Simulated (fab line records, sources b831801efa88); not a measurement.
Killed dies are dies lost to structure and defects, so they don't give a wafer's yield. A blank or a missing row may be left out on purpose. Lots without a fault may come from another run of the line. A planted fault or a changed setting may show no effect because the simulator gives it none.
Which tool did it? | flow sky130 | 13 lots, 39 wafers sampled, at 5 steps of a route of 708

WHAT THE GAUGES READ, wafer by wafer
SKY_VT_ADJUST_HVTP_CD_MEAS_07: target cd 380 nm.
lot  | measured     | on        | cd_nm (nm)
L432 | day 6 02:44  | cd_sem-02 | 378.5 379.7 377.3
L433 | day 6 07:32  | cd_sem-02 | 377.2 377.1 377.0
L434 | day 6 13:33  | cd_sem-02 | 377.0 375.4 377.0
L435 | day 6 19:44  | cd_sem-01 | 377.2 378.4 377.0
L436 | day 7 04:49  | cd_sem-02 | 377.9 379.7 377.4
L437 | day 7 07:15  | cd_sem-02 | 375.9 378.7 377.6
L438 | day 7 17:08  | cd_sem-01 | 381.5 381.1 379.7
L439 | day 7 23:44  | cd_sem-02 | 381.5 383.4 380.8
L440 | day 8 07:58  | cd_sem-01 | 379.2 378.8 381.5
L444 | day 9 09:59  | cd_sem-02 | 383.1 383.2 384.4
L453 | day 11 10:41 | cd_sem-02 | 378.9 381.5 376.7
L454 | day 11 11:28 | cd_sem-02 | 383.3 382.2 382.6
L455 | day 11 22:45 | cd_sem-02 | 377.2 379.3 381.2

SKY_VT_ADJUST_LVTN_OVL_MEAS_07.
lot  | measured     | on         | VT_ADJUST_LVTN_OVL (nm)
L432 | day 6 22:58  | overlay-02 | -2.5 -2.5 -1.3
L433 | day 7 02:17  | overlay-01 | 1.3 -2.1 -1.5
L434 | day 7 09:23  | overlay-01 | -1.2 -1.3 -2.2
L435 | day 7 16:08  | overlay-01 | -0.3 -0.9 -2.3
L436 | day 8 00:50  | overlay-02 | -0.6 -1.4 -2.4
L437 | day 8 12:01  | overlay-02 | -1.2 -0.3 2.2
L438 | day 8 13:50  | overlay-02 | -0.8 0.7 2.0
L439 | day 8 17:41  | overlay-01 | -0.3 0.2 0.1
L440 | day 9 08:22  | overlay-02 | 1.2 -0.5 1.6
L444 | day 10 07:47 | overlay-02 | 0.6 1.8 -0.6
L453 | day 12 09:35 | overlay-01 | 0.6 -1.8 -1.2
L454 | day 12 10:49 | overlay-01 | -0.5 -1.4 1.3
L455 | day 12 22:17 | overlay-01 | -1.5 -1.9 0.3

SKY_SONOS_ONO_THK_MEAS_03.
lot  | measured     | on            | SONOS_ONO_CVD_02_THK (nm)
L432 | day 11 15:16 | film_metro-02 | 10.51 10.43 10.46
L433 | day 11 15:17 | film_metro-01 | 10.40 10.38 10.39
L434 | day 12 07:50 | film_metro-04 | 10.44 10.44 10.41
L435 | day 12 07:49 | film_metro-01 | 10.56 10.64 10.69
L436 | day 12 16:12 | film_metro-01 | 10.56 10.71 10.59
L437 | day 13 02:29 | film_metro-04 | 10.60 10.60 10.64
L438 | day 13 09:08 | film_metro-02 | 10.57 10.58 10.42
L439 | day 13 15:34 | film_metro-01 | 10.57 10.40 10.43
L440 | day 14 10:15 | film_metro-02 | 10.81 10.52 10.63
L444 | day 15 10:17 | film_metro-01 | 13.50 13.46 13.48
L453 | day 18 07:00 | film_metro-01 | 10.10 10.13 10.21
L454 | day 18 18:52 | film_metro-04 | 10.64 10.62 10.59
L455 | day 19 00:13 | film_metro-01 | 10.59 10.60 10.53

WHICH TOOL RAN EACH LOT (tool, then ch and the chambers of the sampled wafers, then the start)
lot  | SKY_NWELL_RTA_28                 | SKY_SONOS_ONO_CVD_02
L432 | rtp_anneal-02 ch 0, day 5 08:58  | lpcvd-02 ch 1, day 11 14:13
L433 | rtp_anneal-01 ch 0, day 5 12:26  | lpcvd-02 ch 1, day 11 14:13
L434 | rtp_anneal-01 ch 0, day 5 19:00  | lpcvd-02 ch 1, day 12 06:46
L435 | rtp_anneal-01 ch 0, day 6 00:13  | lpcvd-02 ch 0, day 12 06:46
L436 | rtp_anneal-01 ch 0, day 6 09:38  | lpcvd-02 ch 0, day 12 15:09
L437 | rtp_anneal-02 ch 0, day 6 11:11  | lpcvd-02 ch 1, day 13 01:26
L438 | rtp_anneal-01 ch 0, day 6 21:03  | lpcvd-02 ch 1, day 13 08:04
L439 | rtp_anneal-01 ch 0, day 7 03:32  | lpcvd-02 ch 0, day 13 14:31
L440 | rtp_anneal-01 ch 0, day 7 11:53  | lpcvd-02 ch 0, day 14 09:12
L444 | rtp_anneal-01 ch 0, day 8 14:09  | lpcvd-02 ch 0, day 15 09:14
L453 | rtp_anneal-01 ch 0, day 10 12:26 | lpcvd-02 ch 0, day 18 05:57
L454 | rtp_anneal-02 ch 0, day 10 13:43 | lpcvd-02 ch 0, day 18 17:49
L455 | rtp_anneal-01 ch 0, day 11 00:50 | lpcvd-02 ch 1, day 18 23:09
- SKY_NWELL_RTA_28: time 30 s.
- SKY_SONOS_ONO_CVD_02: deposits Si3N4 from DCS/NH3, target thk 10.5 nm, time 180 s.

WHAT THE TOOLS THEMSELVES READ (means of the sampled wafers that have a number; where no wafer has one, the mark that the record gives instead)
SKY_NWELL_RTA_28.
lot  | tool          | lamp_power_pct (%) | wafer_temp_C_max
L432 | rtp_anneal-02 | 25.32              | 1054.8
L433 | rtp_anneal-01 | 25.28              | 1055.1
L434 | rtp_anneal-01 | 25.27              | 1054.3
L435 | rtp_anneal-01 | 25.34              | 1054.9
L436 | rtp_anneal-01 | 25.33              | 1055.1
L437 | rtp_anneal-02 | 25.34              | 1055.4
L438 | rtp_anneal-01 | 25.30              | 1054.4
L439 | rtp_anneal-01 | 25.27              | 1055.6
L440 | rtp_anneal-01 | 25.25              | 1055.0
L444 | rtp_anneal-01 | 25.30              | 1055.5
L453 | rtp_anneal-01 | 25.28              | 1054.6
L454 | rtp_anneal-02 | 25.28              | 1054.3
L455 | rtp_anneal-01 | 25.30              | 1054.5

THE ANSWER, worked out from the rows above alone
Rule: what is usual is taken from the lots themselves. Put in order of their means at a reading, lots are off if they are a third of the lots or fewer, leave a main group of 4 or more, and stand apart from it by a gap of 3 or more times the standard deviation of the main group's means; of several such gaps the widest counts. A main group whose means are all the same, to the digits that the tables above print for the reading, isn't used. A lot without any number at a reading at which 4 lots or more have one is off too. The other lots that the step has rows for count as sound. The gauges are gone through in route order, then the tools' own readings, and for those a lot's mean is taken as printed above. The first step at which some lot is off is used, and at that step the reading that is off furthest; a lot without a number counts as furthest.
Off: L444, at SKY_SONOS_ONO_THK_MEAS_03 (SONOS_ONO_CVD_02_THK). The main group: mean 10.51 nm, standard deviation 0.14.
A tool fits if, at a process step before that reading, it ran every lot that is off, and no sound lot after the first of them. The gauges at SKY_SONOS_ONO_THK_MEAS_03 are tried like those tools. None of those tried fits.

WHAT THE SIMULATOR HAD PUT IN
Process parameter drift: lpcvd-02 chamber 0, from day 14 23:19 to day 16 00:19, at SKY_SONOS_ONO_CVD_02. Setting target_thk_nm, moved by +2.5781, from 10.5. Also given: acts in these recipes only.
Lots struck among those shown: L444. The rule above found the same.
